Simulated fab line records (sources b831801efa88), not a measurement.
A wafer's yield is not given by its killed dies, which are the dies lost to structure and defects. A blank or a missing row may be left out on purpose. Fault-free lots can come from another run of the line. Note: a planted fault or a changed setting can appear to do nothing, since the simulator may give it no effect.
The tool behind it: which one? :: flow gf180mcu :: 13 lots with 39 wafers sampled at 4 steps, on a route of 602 steps

## WHAT THE GAUGES SHOWED, per wafer
GF_TOP_METAL_CD_MEAS_14 targets a cd of 440 nm.
lot: L756
measured: day 28 06:22
on: cd sem-01
cd nm (nm): 438.7 437.7 441.3

lot: L757
measured: day 28 15:31
on: cd sem-01
cd nm (nm): 444.7 443.1 444.0

lot: L758
measured: day 28 19:07
on: cd sem-01
cd nm (nm): 439.4 440.5 439.3

lot: L760
measured: day 29 14:20
on: cd sem-01
cd nm (nm): 445.6 445.7 443.9

lot: L762
measured: day 30 01:58
on: cd sem-01
cd nm (nm): 437.9 437.3 435.6

lot: L763
measured: day 30 05:06
on: cd sem-01
cd nm (nm): 442.5 440.8 441.7

lot: L766
measured: day 31 05:41
on: cd sem-01
cd nm (nm): 438.0 436.9 436.0

lot: L767
measured: day 31 16:05
on: cd sem-02
cd nm (nm): 439.6 440.3 438.8

lot: L768
measured: day 31 18:35
on: cd sem-01
cd nm (nm): 438.7 442.3 440.6

lot: L769
measured: day 31 23:50
on: cd sem-02
cd nm (nm): 440.5 441.1 440.6

lot: L771
measured: day 32 10:05
on: cd sem-02
cd nm (nm): 439.9 444.1 443.2

lot: L772
measured: day 32 21:38
on: cd sem-02
cd nm (nm): 439.5 439.8 438.8

lot: L779
measured: day 34 08:02
on: cd sem-02
cd nm (nm): 437.7 439.6 438.8

GF_PASSIVATION_THK_MEAS_01.
lot: L756
measured: day 28 07:32
on: film metro-04
PASSIVATION_CVD_00_THK (nm): 1000 991 1019

lot: L757
measured: day 28 16:28
on: film metro-01
PASSIVATION_CVD_00_THK (nm): 1002 1019 1005

lot: L758
measured: day 28 20:04
on: film metro-01
PASSIVATION_CVD_00_THK (nm): 1010 1020 1031

lot: L760
measured: day 29 15:19
on: film metro-03
PASSIVATION_CVD_00_THK (nm): 1000 1023 1027

lot: L762
measured: day 30 02:58
on: film metro-04
PASSIVATION_CVD_00_THK (nm): 984 1003 985

lot: L763
measured: day 30 06:02
on: film metro-01
PASSIVATION_CVD_00_THK (nm): 996 992 1020

lot: L766
measured: day 31 06:37
on: film metro-04
PASSIVATION_CVD_00_THK (nm): 1002 1024 1029

lot: L767
measured: day 31 17:02
on: film metro-03
PASSIVATION_CVD_00_THK (nm): 1005 970 1007

lot: L768
measured: day 31 19:33
on: film metro-04
PASSIVATION_CVD_00_THK (nm): 974 1004 1015

lot: L769
measured: day 32 00:49
on: film metro-01
PASSIVATION_CVD_00_THK (nm): 1001 1019 1014

lot: L771
measured: day 32 11:04
on: film metro-04
PASSIVATION_CVD_00_THK (nm): 986 1005 1019

lot: L772
measured: day 32 22:45
on: film metro-01
PASSIVATION_CVD_00_THK (nm): 984 996 1001

lot: L779
measured: day 34 09:08
on: film metro-04
PASSIVATION_CVD_00_THK (nm): 996 1004 1003

## TOOL THAT RAN EACH LOT (tool first, then ch and the chambers of the sampled wafers, then the start)
lot: L756
GF_TOP_METAL_SPUTTER_02: pvd sputter-02, day 27 10:24
GF_TOP_METAL_STRIP_18: wet bench-03 ch 3, day 28 06:56

lot: L757
GF_TOP_METAL_SPUTTER_02: pvd sputter-04, day 27 19:29
GF_TOP_METAL_STRIP_18: wet bench-03 ch 2, day 28 15:55

lot: L758
GF_TOP_METAL_SPUTTER_02: pvd sputter-04, day 27 23:35
GF_TOP_METAL_STRIP_18: wet bench-04 ch 3, day 28 19:31

lot: L760
GF_TOP_METAL_SPUTTER_02: pvd sputter-02, day 28 19:13
GF_TOP_METAL_STRIP_18: wet bench-01 ch 3, day 29 14:43

lot: L762
GF_TOP_METAL_SPUTTER_02: pvd sputter-03, day 29 06:38
GF_TOP_METAL_STRIP_18: wet bench-03 ch 0, day 30 02:21

lot: L763
GF_TOP_METAL_SPUTTER_02: pvd sputter-04, day 29 10:17
GF_TOP_METAL_STRIP_18: wet bench-04 ch 3, day 30 05:31

lot: L766
GF_TOP_METAL_SPUTTER_02: pvd sputter-03, day 30 11:59
GF_TOP_METAL_STRIP_18: wet bench-04 ch 0, day 31 06:06

lot: L767
GF_TOP_METAL_SPUTTER_02: pvd sputter-02, day 30 22:48
GF_TOP_METAL_STRIP_18: wet bench-04 ch 1, day 31 16:31

lot: L768
GF_TOP_METAL_SPUTTER_02: pvd sputter-04, day 31 00:42
GF_TOP_METAL_STRIP_18: wet bench-03 ch 0, day 31 19:01

lot: L769
GF_TOP_METAL_SPUTTER_02: pvd sputter-02, day 31 06:40
GF_TOP_METAL_STRIP_18: wet bench-04 ch 2, day 32 00:16

lot: L771
GF_TOP_METAL_SPUTTER_02: pvd sputter-04, day 31 18:35
GF_TOP_METAL_STRIP_18: wet bench-01 ch 2, day 32 10:31

lot: L772
GF_TOP_METAL_SPUTTER_02: pvd sputter-02, day 32 06:08
GF_TOP_METAL_STRIP_18: wet bench-04 ch 3, day 32 22:14

lot: L779
GF_TOP_METAL_SPUTTER_02: pvd sputter-02, day 33 16:53
GF_TOP_METAL_STRIP_18: wet bench-03 ch 2, day 34 08:28
- GF_TOP_METAL_SPUTTER_02: material AlCu, target thk 900 nm, time 47.82 s.
- GF_TOP_METAL_STRIP_18: strips in post etch residue remover, time 1200 s.

## AS READ BY THE TOOLS THEMSELVES (means over the sampled wafers that have a number; for cases with no such wafer, the mark the record gives instead)
GF_TOP_METAL_SPUTTER_02.
lot: L756
tool: pvd sputter-02
cathode dc power W (W): 10599
throttle valve pct (%): 30.1

lot: L757
tool: pvd sputter-04
cathode dc power W (W): 10600
throttle valve pct (%): 31.2

lot: L758
tool: pvd sputter-04
cathode dc power W (W): 10601
throttle valve pct (%): 31.2

lot: L760
tool: pvd sputter-02
cathode dc power W (W): 10599
throttle valve pct (%): 31.8

lot: L762
tool: pvd sputter-03
cathode dc power W (W): 10601
throttle valve pct (%): 31.0

lot: L763
tool: pvd sputter-04
cathode dc power W (W): 10601
throttle valve pct (%): 29.6

lot: L766
tool: pvd sputter-03
cathode dc power W (W): 10600
throttle valve pct (%): 30.8

lot: L767
tool: pvd sputter-02
cathode dc power W (W): 10600
throttle valve pct (%): 31.1

lot: L768
tool: pvd sputter-04
cathode dc power W (W): 10600
throttle valve pct (%): 30.4

lot: L769
tool: pvd sputter-02
cathode dc power W (W): 10602
throttle valve pct (%): 31.1

lot: L771
tool: pvd sputter-04
cathode dc power W (W): 10600
throttle valve pct (%): 30.4

lot: L772
tool: pvd sputter-02
cathode dc power W (W): 10601
throttle valve pct (%): 30.2

lot: L779
tool: pvd sputter-02
cathode dc power W (W): 10599
throttle valve pct (%): 30.3

GF_TOP_METAL_STRIP_18.
lot: L756
tool: wet bench-03
temp c (C): 72.37

lot: L757
tool: wet bench-03
temp c (C): 72.63

lot: L758
tool: wet bench-04
temp c (C): 72.55

lot: L760
tool: wet bench-01
temp c (C): 72.64

lot: L762
tool: wet bench-03
temp c (C): 72.45

lot: L763
tool: wet bench-04
temp c (C): 72.68

lot: L766
tool: wet bench-04
temp c (C): 72.67

lot: L767
tool: wet bench-04
temp c (C): 72.50

lot: L768
tool: wet bench-03
temp c (C): 72.64

lot: L769
tool: wet bench-04
temp c (C): 72.52

lot: L771
tool: wet bench-01
temp c (C): 72.49

lot: L772
tool: wet bench-04
temp c (C): 72.40

lot: L779
tool: wet bench-03
temp c (C): 72.41

## THE ANSWER, worked out from the rows above alone
Rule: usual is defined by the lots themselves. The widest of any qualifying gaps counts: lots, ordered by their means at a reading, are off when they make up no more than a third of the lots, leave a main group of 4 or more, and stand apart from it by 3 or more times the standard deviation of that group's means. If all means in a main group match to the digits the tables above print for the reading, that group is not used. Also off: a lot with no number at a reading for which 4 or more lots have one. All remaining lots with rows at the step are treated as sound. First the gauges in route order, then the tools' own readings, where a lot's mean is used as printed above. The first step at which some lot is off is used, and at that step the reading that is off furthest; a lot without a number counts as furthest.
Nothing can be told from this: no lot is off at any reading shown.

## WHAT WAS PUT IN BY THE SIMULATOR
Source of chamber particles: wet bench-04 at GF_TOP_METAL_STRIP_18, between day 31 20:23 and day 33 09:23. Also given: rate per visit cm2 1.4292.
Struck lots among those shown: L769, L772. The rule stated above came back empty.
